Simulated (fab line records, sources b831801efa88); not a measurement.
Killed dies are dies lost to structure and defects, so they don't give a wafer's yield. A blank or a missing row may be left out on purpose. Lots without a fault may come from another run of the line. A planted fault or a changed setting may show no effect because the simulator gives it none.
One fault seen from 2 desks | flow gf180mcu | each desk has only its own numbers; what lay behind them comes last

THE TOOL OWNER'S DESK: pvd_sputter-02
The tool's own readings at GF_V4_SPUTTER_21 (material Ti, target thk 15 nm, time 80.02 s): means of the sampled wafers that have a number, for each lot that ran on this tool. A lot is out of limits, marked OUT, if its mean lies more than 4 standard deviations from the usual mean; the brackets give that distance.
Columns: A = chamber_pressure_pa at GF_V4_SPUTTER_21, usual 5.000 Pa; B = throttle_valve_pct at GF_V4_SPUTTER_21, usual 30.2 %
lot  | first seen here | A               | B
L381 | day 27 02:56    | 5.004           | 31.1
L382 | day 27 06:48    | 4.338 (-66) OUT | 32.3
L386 | day 28 18:52    | 4.337 (-66) OUT | 33.2
This desk's finding: out of limits on L382, L386; first on L382, day 27 06:48 (chamber_pressure_pa at GF_V4_SPUTTER_21). In limits: L381.

THE METROLOGY DESK
What the gauges read, lot by lot, whatever tool the lot ran on: means of the sampled wafers that have a number. A lot is out of limits, marked OUT, if its mean lies more than 4 standard deviations from the usual mean; the brackets give that distance.
Columns: A = cd_nm at GF_V4_CD_MEAS_14, usual 260.0 nm; B = V4_OVL at GF_V4_OVL_MEAS_15, usual 0 nm
lot  | first seen here | A     | B
L379 | day 26 07:53    | 258.6 | -1
L381 | day 27 02:09    | 260.4 | -9
L382 | day 27 05:58    | 260.2 | -2
L386 | day 28 18:02    | 261.3 | -6
L394 | day 30 20:13    | 259.4 | -2
L396 | day 31 06:44    | 260.9 | -5
This desk's finding: nothing out of limits on any of the 6 lots.

PUT TOGETHER
The tool owner's desk could have raised an alarm at day 27 06:48, on L382, L386.
The metrology desk saw nothing out of limits.
The metrology desk has L382, L386 on record, within its limits.
Of the lots named, all ran GF_V4_SPUTTER_21 on pvd_sputter-02.

WHAT THE SIMULATOR HAD PUT IN
Process parameter drift: pvd_sputter-02, from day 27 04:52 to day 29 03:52, at GF_V4_SPUTTER_21. Setting chamber_pressure_pa, moved by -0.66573, from 5. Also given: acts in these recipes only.
Lots struck among those shown: L382, L386.
Hours from the fault's start to each desk's first reading out of limits: the tool owner's desk, 2.
